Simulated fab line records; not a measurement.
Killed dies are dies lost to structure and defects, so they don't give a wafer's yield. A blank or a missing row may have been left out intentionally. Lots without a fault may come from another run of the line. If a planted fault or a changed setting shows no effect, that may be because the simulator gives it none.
Which tool did it? -- flow sky130 -- 24 lots with 72 wafers sampled at 6 steps, on a route of 708 steps

WHAT THE GAUGES READ, wafer by wafer
SKY_VIA2_THK_MEAS_01.
lot,measured,on,VIA2_HDPCVD_THK (nm)
L074,day 35 03:53,filmMetro-02,1200 1200 1188
L075,day 35 05:47,filmMetro-04,1205 1167 1169
L076,day 35 20:02,filmMetro-01,1172 1180 1210
L077,day 35 21:41,filmMetro-02,1174 1167 1170
L078,day 36 09:04,filmMetro-02,1190 1203 1174
L079,day 36 18:59,filmMetro-02,1166 1192 1173
L080,day 37 02:20,filmMetro-04,1192 1197 1196
L081,day 37 05:38,filmMetro-01,1207 1206 1233
L083,day 38 14:21,filmMetro-02,1203 1206 1205
L082,day 38 14:58,filmMetro-02,1173 1186 1184
L085,day 38 16:36,filmMetro-04,1193 1195 1185
L084,day 38 17:25,filmMetro-02,1216 1214 1221
L086,day 38 20:56,filmMetro-01,1204 1215 1221
L087,day 39 03:58,filmMetro-04,1194 1208 1197
L088,day 39 15:29,filmMetro-02,1219 1191 1205
L089,day 40 01:19,filmMetro-01,1207 1185 1207
L090,day 40 01:34,filmMetro-04,1147 1171 1142
L092,day 40 11:16,filmMetro-02,1159 1189 1154
L091,day 40 11:45,filmMetro-02,1182 1186 1193
L093,day 40 18:02,filmMetro-02,1182 1201 1201
L094,day 40 22:21,filmMetro-04,1220 1202 1195
L095,day 41 05:05,filmMetro-01,1212 1190 1195
L096,day 41 16:08,filmMetro-01,1188 1153 1148
L097,day 41 17:35,filmMetro-02,1177 1155 1183

SKY_PAD_OPEN_BOW_MEAS_13.
lot,measured,on,PAD_OPEN_BOW (um)
L074,day 45 16:31,filmMetro-02,24 38 34
L075,day 45 19:59,filmMetro-04,36 51 46
L076,day 46 05:42,filmMetro-03,73 59 55
L077,day 46 07:38,filmMetro-04,38 32 31
L078,day 46 17:37,filmMetro-03,40 49 54
L079,day 47 00:35,filmMetro-02,28 45 43
L080,day 47 05:43,filmMetro-02,41 62 59
L081,day 47 06:54,filmMetro-03,31 42 38
L083,day 48 10:57,filmMetro-02,63 46 58
L082,day 48 12:14,filmMetro-03,56 58 46
L085,day 48 13:45,filmMetro-03,46 50 43
L084,day 48 12:35,filmMetro-02,58 50 49
L086,day 48 16:42,filmMetro-03,42 39 33
L087,day 48 22:13,filmMetro-03,43 46 38
L088,day 49 03:41,filmMetro-02,37 59 47
L089,day 49 13:32,filmMetro-02,49 58 63
L090,day 49 14:53,filmMetro-02,52 52 47
L092,day 49 16:40,filmMetro-02,51 47 48
L091,day 49 18:09,filmMetro-02,59 57 54
L093,day 50 00:53,filmMetro-02,55 52 46
L094,day 50 04:18,filmMetro-02,57 60 45
L095,day 50 09:22,filmMetro-04,43 40 30
L096,day 50 14:13,filmMetro-02,43 54 48
L097,day 50 15:16,filmMetro-04,42 32 24

WHICH TOOL RAN EACH LOT (tool, then ch and the chambers of the sampled wafers, then the start)
lot,SKY_METAL1_METAL_ETCH_19,SKY_CAPM_SPUTTER_02,SKY_VIA3_CMP_02,SKY_VIA3_STRIP_16
L074,"rieMetal-04 ch 0,1, day 32 18:05","pvdSputter-02, day 36 08:23","cmp-02 ch 0,1,2, day 38 14:08","plasmaAsher-01 ch 0,1, day 39 15:29"
L075,"rieMetal-03 ch 0, day 32 20:27","pvdSputter-03, day 36 10:26","cmp-01 ch 0,1,2, day 38 15:01","plasmaAsher-04 ch 0,1, day 39 16:43"
L076,"rieMetal-03 ch 0, day 33 10:45","pvdSputter-04, day 36 23:58","cmp-01 ch 2,3, day 39 04:29","plasmaAsher-01 ch 0,1, day 40 04:46"
L077,"rieMetal-04 ch 0, day 33 11:55","pvdSputter-02, day 37 01:07","cmp-02 ch 0,3, day 39 06:32","plasmaAsher-04 ch 0,1, day 40 07:17"
L078,"rieMetal-04 ch 0, day 33 23:47","pvdSputter-02, day 37 12:51","cmp-02 ch 0,1,3, day 39 17:29","plasmaAsher-03 ch 0,1, day 40 18:14"
L079,"rieMetal-01 ch 0, day 34 10:38","pvdSputter-03, day 37 22:33","cmp-02 ch 0,2, day 40 01:59","plasmaAsher-04 ch 0, day 41 02:19"
L080,"rieMetal-04 ch 0,1, day 34 17:14","pvdSputter-03, day 38 06:37","cmp-02 ch 0,2,3, day 40 10:33","plasmaAsher-04 ch 0,1, day 41 11:01"
L081,"rieMetal-04 ch 0,1, day 34 20:38","pvdSputter-03, day 38 08:25","cmp-02 ch 0,1,2, day 40 11:29","plasmaAsher-01 ch 0,1, day 41 12:19"
L083,"rieMetal-04 ch 0,1, day 36 06:53","pvdSputter-03, day 39 17:38","cmp-02 ch 0,2,3, day 41 20:24","plasmaAsher-03 ch 1, day 42 19:44"
L082,"rieMetal-03 ch 0,1, day 36 07:50","pvdSputter-02, day 39 18:35","cmp-02 ch 0,2,3, day 41 21:57","plasmaAsher-01 ch 0,1, day 42 21:50"
L085,"rieMetal-04 ch 0,1, day 36 09:32","pvdSputter-02, day 39 20:17","cmp-01 ch 1,2,3, day 41 22:47","plasmaAsher-03 ch 0,1, day 42 22:47"
L084,"rieMetal-03 ch 0,1, day 36 10:11","pvdSputter-03, day 39 20:38","cmp-02 ch 1,2,3, day 41 22:35","plasmaAsher-04 ch 0,1, day 42 22:26"
L086,"rieMetal-03 ch 0,1, day 36 14:26","pvdSputter-04, day 40 00:29","cmp-02 ch 0,1,3, day 42 02:11","plasmaAsher-03 ch 1, day 43 02:32"
L087,"rieMetal-04 ch 0,1, day 36 22:38","pvdSputter-02, day 40 06:20","cmp-02 ch 0,1,3, day 42 08:41","plasmaAsher-03 ch 0,1, day 43 08:26"
L088,"rieMetal-04 ch 0,1, day 37 08:14","pvdSputter-04, day 40 17:21","cmp-02 ch 0,2, day 42 18:10","plasmaAsher-03 ch 0,1, day 43 18:05"
L089,"rieMetal-04 ch 0,1, day 37 19:05","pvdSputter-02, day 41 03:29","cmp-02 ch 0,1,2, day 43 04:46","plasmaAsher-03 ch 0,1, day 44 04:11"
L090,"rieMetal-03 ch 0,1, day 37 19:16","pvdSputter-04, day 41 03:40","cmp-01 ch 1,2,3, day 43 05:13","plasmaAsher-01 ch 0,1, day 44 04:40"
L092,"rieMetal-01 ch 1, day 38 05:17","pvdSputter-02, day 41 13:31","cmp-01 ch 0,1,3, day 43 12:52","plasmaAsher-04 ch 0,1, day 44 11:11"
L091,"rieMetal-03 ch 0,1, day 38 06:16","pvdSputter-04, day 41 14:12","cmp-02 ch 1,2,3, day 43 14:28","plasmaAsher-04 ch 0,1, day 44 12:46"
L093,"rieMetal-03 ch 0,1, day 38 12:17","pvdSputter-04, day 41 20:11","cmp-01 ch 2,3, day 43 20:07","plasmaAsher-01 ch 0,1, day 44 18:38"
L094,"rieMetal-04 ch 1, day 38 16:54","pvdSputter-02, day 42 00:51","cmp-02 ch 0,1,2, day 44 01:28","plasmaAsher-04 ch 0,1, day 45 00:11"
L095,"rieMetal-01 ch 1, day 38 23:47","pvdSputter-03, day 42 07:20","cmp-02 ch 0,1,2, day 44 07:34","plasmaAsher-04 ch 0,1, day 45 06:44"
L096,"rieMetal-01 ch 0,1, day 39 11:59","pvdSputter-03, day 42 17:29","cmp-02 ch 1,2,3, day 44 17:13","plasmaAsher-03 ch 0,1, day 45 15:32"
L097,"rieMetal-03 ch 0,1, day 39 14:29","pvdSputter-03, day 42 19:56","cmp-02 ch 1,3, day 44 18:26","plasmaAsher-01 ch 0,1, day 45 16:35"
- SKY_METAL1_METAL_ETCH_19: etches the open film in Cl2/BCl3, stops on SiO2, target depth 360 nm, time 78 s.
- SKY_CAPM_SPUTTER_02: material TiN, target thk 200 nm, time 166.7 s.
- SKY_VIA3_CMP_02: polishes SiO2.
- SKY_VIA3_STRIP_16: strips in O2/N2.

WHAT THE TOOLS THEMSELVES READ (means of the sampled wafers that have a number; where no wafer has one, the mark that the record gives instead)
SKY_METAL1_METAL_ETCH_19.
lot,tool,drypumpMotorCurrentA (A),oesProductAu (a.u.),throttleValvePct (%)
L074,rieMetal-04,5.73,0.859,22.264
L075,rieMetal-03,5.97,0.852,22.266
L076,rieMetal-03,6.03,0.865,22.257
L077,rieMetal-04,5.81,0.856,22.266
L078,rieMetal-04,5.80,0.854,22.270
L079,rieMetal-01,6.28,0.853,22.261
L080,rieMetal-04,5.74,0.862,22.267
L081,rieMetal-04,5.69,0.849,22.264
L083,rieMetal-04,5.70,0.862,22.259
L082,rieMetal-03,5.89,0.853,22.267
L085,rieMetal-04,5.74,0.850,22.262
L084,rieMetal-03,5.74,0.860,22.262
L086,rieMetal-03,5.87,0.855,22.261
L087,rieMetal-04,5.76,0.856,22.265
L088,rieMetal-04,5.69,0.854,22.263
L089,rieMetal-04,5.70,0.857,22.250
L090,rieMetal-03,5.84,0.856,22.259
L092,rieMetal-01,6.04,0.857,22.268
L091,rieMetal-03,5.76,0.861,22.270
L093,rieMetal-03,5.75,0.860,22.256
L094,rieMetal-04,5.65,0.859,22.279
L095,rieMetal-01,6.07,0.859,22.273
L096,rieMetal-01,6.15,0.853,22.267
L097,rieMetal-03,5.73,0.854,22.266

SKY_CAPM_SPUTTER_02.
lot,tool,substrateTempC (C),throttleValvePct (%)
L074,pvdSputter-02,300.02,29.5
L075,pvdSputter-03,300.05,29.8
L076,pvdSputter-04,300.03,30.9
L077,pvdSputter-02,299.82,29.7
L078,pvdSputter-02,300.09,29.3
L079,pvdSputter-03,300.03,30.1
L080,pvdSputter-03,300.00,29.8
L081,pvdSputter-03,300.06,29.7
L083,pvdSputter-03,300.11,29.7
L082,pvdSputter-02,300.04,29.6
L085,pvdSputter-02,300.22,29.7
L084,pvdSputter-03,299.91,29.9
L086,pvdSputter-04,299.93,29.2
L087,pvdSputter-02,300.14,29.6
L088,pvdSputter-04,299.94,30.1
L089,pvdSputter-02,300.05,29.6
L090,pvdSputter-04,300.17,29.8
L092,pvdSputter-02,300.10,29.5
L091,pvdSputter-04,299.95,28.7
L093,pvdSputter-04,299.96,29.3
L094,pvdSputter-02,299.96,29.9
L095,pvdSputter-03,300.06,30.2
L096,pvdSputter-03,299.89,29.9
L097,pvdSputter-03,299.95,30.1

SKY_VIA3_CMP_02.
lot,tool,motorCurrentA (A)
L074,cmp-02,11.7
L075,cmp-01,13.3
L076,cmp-01,12.8
L077,cmp-02,13.5
L078,cmp-02,12.4
L079,cmp-02,11.8
L080,cmp-02,13.1
L081,cmp-02,11.9
L083,cmp-02,13.3
L082,cmp-02,12.9
L085,cmp-01,12.2
L084,cmp-02,13.5
L086,cmp-02,12.3
L087,cmp-02,12.5
L088,cmp-02,11.9
L089,cmp-02,11.9
L090,cmp-01,12.3
L092,cmp-01,11.7
L091,cmp-02,13.4
L093,cmp-01,11.1
L094,cmp-02,11.8
L095,cmp-02,12.3
L096,cmp-02,13.5
L097,cmp-02,12.6

SKY_VIA3_STRIP_16.
lot,tool,drypumpMotorCurrentA (A),oesProductAu (a.u.),stripTimeToEndpointS (s)
L074,plasmaAsher-01,6.0,0.406,4.17
L075,plasmaAsher-04,5.3,0.405,4.16
L076,plasmaAsher-01,5.9,0.402,4.11
L077,plasmaAsher-04,5.3,0.403,4.13
L078,plasmaAsher-03,5.5,0.402,4.15
L079,plasmaAsher-04,6.5,0.405,4.14
L080,plasmaAsher-04,5.9,0.394,4.14
L081,plasmaAsher-01,5.7,0.399,4.11
L083,plasmaAsher-03,5.3,0.401,4.16
L082,plasmaAsher-01,5.9,0.404,4.12
L085,plasmaAsher-03,5.6,0.401,4.16
L084,plasmaAsher-04,5.9,0.406,4.17
L086,plasmaAsher-03,5.3,0.402,4.14
L087,plasmaAsher-03,5.5,0.402,4.19
L088,plasmaAsher-03,5.5,0.403,4.10
L089,plasmaAsher-03,5.6,0.404,4.13
L090,plasmaAsher-01,5.9,0.403,4.15
L092,plasmaAsher-04,5.3,0.403,4.19
L091,plasmaAsher-04,5.9,0.400,4.14
L093,plasmaAsher-01,5.7,0.400,4.12
L094,plasmaAsher-04,5.3,0.404,4.16
L095,plasmaAsher-04,5.9,0.401,4.13
L096,plasmaAsher-03,5.6,0.403,4.16
L097,plasmaAsher-01,5.7,0.405,4.17

THE ANSWER, worked out from the rows above alone
Rule: usual is defined by the lots themselves. The widest of any qualifying gaps counts: lots, ordered by their means at a reading, are off when they make up no more than a third of the lots, leave a main group of 4 or more, and stand apart from it by 3 or more times the standard deviation of that group's means. A main group is skipped when, at the precision printed for the reading in the tables above, its means are all equal. A lot without any number at a reading at which 4 lots or more have one is off too. Where the step has rows for the other lots, those lots are counted as sound. The gauges are gone through in route order, then the tools' own readings, and for those a lot's mean is taken as printed above. At the first step where some lot is off, the reading lying furthest off is the one used; lots without a number count as furthest.
None of the lots is off at any reading shown; this tells nothing.

WHAT THE SIMULATOR PUT IN
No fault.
